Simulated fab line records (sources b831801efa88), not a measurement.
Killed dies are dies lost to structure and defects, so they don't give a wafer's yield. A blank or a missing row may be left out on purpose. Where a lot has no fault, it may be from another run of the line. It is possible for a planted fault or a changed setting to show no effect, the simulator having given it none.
Which of the tools did it? | flow gf180mcu | 14 lots, 42 wafers sampled, at 2 steps of a route of 602

## WHAT THE GAUGES SHOWED, per wafer
GF_MIM_RS_MEAS_10: measures by four-point-probe.
lot  | measured     | on            | MIM_ALCU_RS (ohm/sq)
L616 | day 24 22:41 | film-metro-01 | 0.1618 0.1608 0.1617
L619 | day 26 05:21 | film-metro-01 | 0.1587 0.1606 0.1604
L620 | day 26 10:33 | film-metro-04 | 0.1589 0.1612 0.1609
L621 | day 26 20:53 | film-metro-02 | 0.1654 0.1626 0.1632
L622 | day 27 09:57 | film-metro-01 | 0.1616 0.1623 0.1643
L624 | day 27 20:44 | film-metro-04 | 0.1578 0.1588 0.1591
L625 | day 28 05:17 | film-metro-01 | 0.1602 0.1596 0.1590
L627 | day 28 17:55 | film-metro-02 | 0.1626 0.1645 0.1618
L628 | day 28 21:24 | film-metro-02 | 0.1601 0.1606 0.1595
L630 | day 29 08:13 | film-metro-02 | 0.1607 0.1575 0.1596
L629 | day 29 10:45 | film-metro-04 | 0.1619 0.1620 0.1619
L636 | day 30 21:26 | film-metro-02 | 0.1628 0.1624 0.1626
L637 | day 31 00:50 | film-metro-04 | 0.1589 0.1588 0.1600
L638 | day 31 07:12 | film-metro-02 | 0.1627 0.1630 0.1621

## WHAT TOOL EACH LOT RAN ON (gives the tool, then ch and the chambers of the sampled wafers, and finally the start)
lot  | GF_V4_ETCH_16
L616 | rie-diel-02 ch 0,1,3, day 24 20:51
L619 | rie-diel-02 ch 0,1,3, day 26 03:22
L620 | rie-diel-02 ch 0,1,3, day 26 08:44
L621 | rie-diel-02 ch 0,3, day 26 19:05
L622 | rie-diel-02 ch 1,2,3, day 27 08:06
L624 | rie-diel-02 ch 0,1,2, day 27 18:50
L625 | rie-diel-02 ch 0,2,3, day 28 02:41
L627 | rie-diel-02 ch 2,3, day 28 16:04
L628 | rie-diel-02 ch 2,3, day 28 19:27
L630 | rie-diel-01 ch 1,2, day 29 06:26
L629 | rie-diel-01 ch 1,2,3, day 29 08:59
L636 | rie-diel-03 ch 1,2, day 30 19:23
L637 | rie-diel-03 ch 0,2,3, day 30 22:54
L638 | rie-diel-02 ch 0,1,2, day 31 05:25
- GF_V4_ETCH_16: etches BARC in N2/H2.

## AS READ BY THE TOOLS THEMSELVES (means over the sampled wafers that have a number; for cases with no such wafer, the mark the record gives instead)
GF_V4_ETCH_16.
lot  | tool        | drypump-motor-current-A (A) | oes-product-au (a.u.) | throttle-valve-pct (%)
L616 | rie-diel-02 | 6.1                         | 0.852                 | 13.227
L619 | rie-diel-02 | 6.1                         | 0.849                 | 13.228
L620 | rie-diel-02 | 6.1                         | 0.856                 | 13.227
L621 | rie-diel-02 | 6.0                         | 0.856                 | 13.226
L622 | rie-diel-02 | 6.0                         | 0.857                 | 13.216
L624 | rie-diel-02 | 5.8                         | 0.856                 | 13.219
L625 | rie-diel-02 | 5.8                         | 0.855                 | 13.228
L627 | rie-diel-02 | 5.7                         | 0.856                 | 13.232
L628 | rie-diel-02 | 6.0                         | 0.851                 | 13.222
L630 | rie-diel-01 | 5.4                         | 0.854                 | 13.235
L629 | rie-diel-01 | 5.7                         | 0.856                 | 13.230
L636 | rie-diel-03 | 6.1                         | 0.852                 | 13.222
L637 | rie-diel-03 | 6.0                         | 0.861                 | 13.231
L638 | rie-diel-02 | 5.8                         | 0.852                 | 13.232

## THE ANSWER, worked out from the rows above alone
Rule: what is usual is taken from the lots themselves. Put in order of their means at a reading, lots are off if they are a third of the lots or fewer, leave a main group of 4 or more, and stand apart from it by a gap of 3 or more times the standard deviation of the main group's means; of several such gaps the widest counts. The tables above print the reading to a certain number of digits; a main group whose means all agree to those digits is not used. Also off: a lot with no number at a reading for which 4 or more lots have one. All remaining lots with rows at the step are treated as sound. First the gauges in route order, then the tools' own readings, where a lot's mean is used as printed above. At the first step where some lot is off, the reading lying furthest off is the one used; lots without a number count as furthest.
No lot is off on any of the readings shown, so nothing can be concluded from this.

## WHAT WAS PUT IN BY THE SIMULATOR
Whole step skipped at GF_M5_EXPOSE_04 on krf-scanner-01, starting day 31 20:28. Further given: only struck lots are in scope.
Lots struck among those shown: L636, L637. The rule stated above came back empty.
